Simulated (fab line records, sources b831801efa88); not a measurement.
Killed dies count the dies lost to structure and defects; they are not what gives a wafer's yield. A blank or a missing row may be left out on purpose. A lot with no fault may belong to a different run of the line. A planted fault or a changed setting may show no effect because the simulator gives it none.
Problem report in the 8D (eight disciplines) form, filled by code    flow sky130    the parts of the form that need people (team, actions taken, sign-off) are left out

## 1. WHAT IS WRONG
At SKY_VIA1_CVD_21, chamber pressure Torr averages 35.97 Torr over 9 wafers from 3 lots, while fault-free wafers read 40.00 Torr, standard deviation 0.087. That is -46 standard deviations from the usual mean.
The step: deposits W, target thk 270 nm, time 80.902 s.
First seen on wafer L921.1, day 38 08:17, on cvd w-01. Wafers with a number at this step in the record: 45, from 15 lots. Rule for "out", or "out of limits": more than 4 standard deviations from the usual mean. The rest of the wafers with a number are treated as sound.

## 2. WHAT THIS IS AND IS NOT
question                     is                      is not
which readings at this step  chamber pressure Torr   heater power w
which lots                   L921, L923, L924        L909, L910, L911, L912, L913, L915, L922, L927, L928, L930, L931, L932
which wafers of those lots   all that have a number  -
read on which tools          cvd w-01                cvd w-02
when                         from day 38 08:17       up to then (18 sound wafers); but 18 sound wafers of L922, L927, L928, L930, L931, L932 came after

## 3. THE SUSPECTS, EACH WITH WHAT RULES IT OUT
Counting: any tool at a process step up to the reading is kept as a suspect provided that every lot that is out went through it and no sound lot did after the first of them.
- cvd w-01 at SKY_VIA1_CVD_21 (deposits W, target thk 270 nm, time 80.902 s): kept. It processed each lot that is out, first L921 at day 38 08:17, and no sound lot thereafter; up to then, the last sound lot it processed was L915 at day 36 06:55. On those wafers its own readings are out: chamber pressure Torr.
Left after counting: cvd w-01 at SKY_VIA1_CVD_21.

## 4. THE CAUSE (what the simulator had put in)
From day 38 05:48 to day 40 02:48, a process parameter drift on cvd w-01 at SKY_VIA1_CVD_21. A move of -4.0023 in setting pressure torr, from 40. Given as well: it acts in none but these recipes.
Counting left only this tool.

## 5. THE EFFECT CHAIN, in route order
One row per reading whose mean, taken over the struck wafers that have a number, lies over 3 standard deviations from the usual. Readings are gone through only where the record gives a usual standard deviation; hours: the median, over the lots, of the time from a lot's start at the first step in this table giving one to that lot's start at this step; sigmas: the change measured in usual standard deviations.
hours  step             reading                usual       on struck wafers  change  sigmas
0      SKY_VIA1_CVD_21  chamber pressure Torr  40.00 Torr  35.97             -4.03   -46
The process steps in it:
- SKY_VIA1_CVD_21: deposits W, target thk 270 nm, time 80.902 s.

## 6. WHAT WOULD HAVE CAUGHT IT SOONER
First out-of-limits reading in this record: day 38 08:17, which is 2 hours after fault onset at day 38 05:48.
